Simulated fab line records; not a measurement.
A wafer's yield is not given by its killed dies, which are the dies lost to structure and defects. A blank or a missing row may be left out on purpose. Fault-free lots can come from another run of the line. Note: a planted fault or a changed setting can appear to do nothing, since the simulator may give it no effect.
Matching of chambers || flow gf180mcu || cmp-02 running GF_V3_CMP_26: 4 sister chambers
The step polishes, stops on SiO2, t overpolish 15 s, target thk 0 nm. 16 wafers are shown with their chamber, then 8 later ones without.

== WAFERS WITH THEIR CHAMBER ==
{"wafer": "L226.3", "chamber": 0, "motor_current_A (A)": 9.4, "time_to_endpoint_s (s)": 93, "overpolish_run_s (s)": 15.012}
{"wafer": "L226.4", "chamber": 3, "motor_current_A (A)": 12.1, "time_to_endpoint_s (s)": 93, "overpolish_run_s (s)": 15.019}
{"wafer": "L226.5", "chamber": 0, "motor_current_A (A)": 8.9, "time_to_endpoint_s (s)": 94, "overpolish_run_s (s)": 15.005}
{"wafer": "L228.2", "chamber": 0, "motor_current_A (A)": 8.8, "time_to_endpoint_s (s)": 88, "overpolish_run_s (s)": 15.004}
{"wafer": "L228.4", "chamber": 1, "motor_current_A (A)": 11.7, "time_to_endpoint_s (s)": 90, "overpolish_run_s (s)": 15.003}
{"wafer": "L228.5", "chamber": 3, "motor_current_A (A)": 11.5, "time_to_endpoint_s (s)": 87, "overpolish_run_s (s)": 14.990}
{"wafer": "L230.3", "chamber": 3, "motor_current_A (A)": 11.7, "time_to_endpoint_s (s)": 85, "overpolish_run_s (s)": 14.995}
{"wafer": "L230.4", "chamber": 0, "motor_current_A (A)": 9.0, "time_to_endpoint_s (s)": 88, "overpolish_run_s (s)": 14.987}
{"wafer": "L230.5", "chamber": 0, "motor_current_A (A)": 9.1, "time_to_endpoint_s (s)": 87, "overpolish_run_s (s)": 15.004}
{"wafer": "L234.2", "chamber": 1, "motor_current_A (A)": 12.1, "time_to_endpoint_s (s)": 91, "overpolish_run_s (s)": 14.993}
{"wafer": "L234.5", "chamber": 1, "motor_current_A (A)": 12.2, "time_to_endpoint_s (s)": 86, "overpolish_run_s (s)": 15.008}
{"wafer": "L234.6", "chamber": 2, "motor_current_A (A)": 10.9, "time_to_endpoint_s (s)": 94, "overpolish_run_s (s)": 14.995}
{"wafer": "L243.1", "chamber": 3, "motor_current_A (A)": 11.9, "time_to_endpoint_s (s)": 86, "overpolish_run_s (s)": 14.998}
{"wafer": "L243.5", "chamber": 0, "motor_current_A (A)": 8.8, "time_to_endpoint_s (s)": 85, "overpolish_run_s (s)": 15.002}
{"wafer": "L243.6", "chamber": 1, "motor_current_A (A)": 11.6, "time_to_endpoint_s (s)": 85, "overpolish_run_s (s)": 15.007}
{"wafer": "L244.2", "chamber": 0, "motor_current_A (A)": 8.6, "time_to_endpoint_s (s)": 84, "overpolish_run_s (s)": 15.003}

SIGNATURES (averages over the wafers above)
{"reading": "motor_current_A", "chamber 0": 8.943, "chamber 1": 11.900, "chamber 2": 10.900, "chamber 3": 11.800, "scatter within a chamber": 0.267}
{"reading": "time_to_endpoint_s", "chamber 0": 88.43, "chamber 1": 88.00, "chamber 2": 94.00, "chamber 3": 87.75, "scatter within a chamber": 3.54}
{"reading": "overpolish_run_s", "chamber 0": 15.00243, "chamber 1": 15.00275, "chamber 2": 14.99500, "chamber 3": 15.00050, "scatter within a chamber": 0.009}
Rule: a wafer's distance from a chamber is the root of the sum, over the readings, of the square of ((its reading less the chamber's mean) divided by the reading's scatter). The wafer belongs to the nearest chamber; if the next one is less than 2 further off, it can't be placed. The scatter: take each reading less its chamber's mean, square it, sum over the shown wafers, divide by the number of wafers less the number of chambers, and take the root.

== WAFERS WITH NO CHAMBER GIVEN ==
{"wafer": "L244.4", "motor_current_A (A)": 11.4, "time_to_endpoint_s (s)": 78, "overpolish_run_s (s)": 15.022}
{"wafer": "L244.6", "motor_current_A (A)": 12.1, "time_to_endpoint_s (s)": 82, "overpolish_run_s (s)": 15.012}
{"wafer": "L245.1", "motor_current_A (A)": 8.7, "time_to_endpoint_s (s)": 87, "overpolish_run_s (s)": 15.009}
{"wafer": "L245.2", "motor_current_A (A)": 12.0, "time_to_endpoint_s (s)": 88, "overpolish_run_s (s)": 15.013}
{"wafer": "L245.6", "motor_current_A (A)": 12.0, "time_to_endpoint_s (s)": 85, "overpolish_run_s (s)": 14.987}
{"wafer": "L247.2", "motor_current_A (A)": 11.9, "time_to_endpoint_s (s)": 82, "overpolish_run_s (s)": 14.985}
{"wafer": "L247.3", "motor_current_A (A)": 10.8, "time_to_endpoint_s (s)": 88, "overpolish_run_s (s)": 14.993}
{"wafer": "L247.4", "motor_current_A (A)": 8.8, "time_to_endpoint_s (s)": 86, "overpolish_run_s (s)": 14.988}

== THE CHAMBER EACH PASSED THROUGH ==
{"wafer": "L244.4", "from the rows above": "can't be placed: 3 or 1 or 2", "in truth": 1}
{"wafer": "L244.6", "from the rows above": "can't be placed: 1 or 3", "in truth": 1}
{"wafer": "L245.1", "from the rows above": 0, "in truth": 0}
{"wafer": "L245.2", "from the rows above": "can't be placed: 1 or 3", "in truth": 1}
{"wafer": "L245.6", "from the rows above": "can't be placed: 3 or 1", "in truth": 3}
{"wafer": "L247.2", "from the rows above": "can't be placed: 3 or 1", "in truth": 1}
{"wafer": "L247.3", "from the rows above": 2, "in truth": 2}
{"wafer": "L247.4", "from the rows above": 0, "in truth": 0}
3 of 8 placed correctly. These rows do not allow placing 5 (true chamber among the candidates in 5). Number placed wrongly: 0.
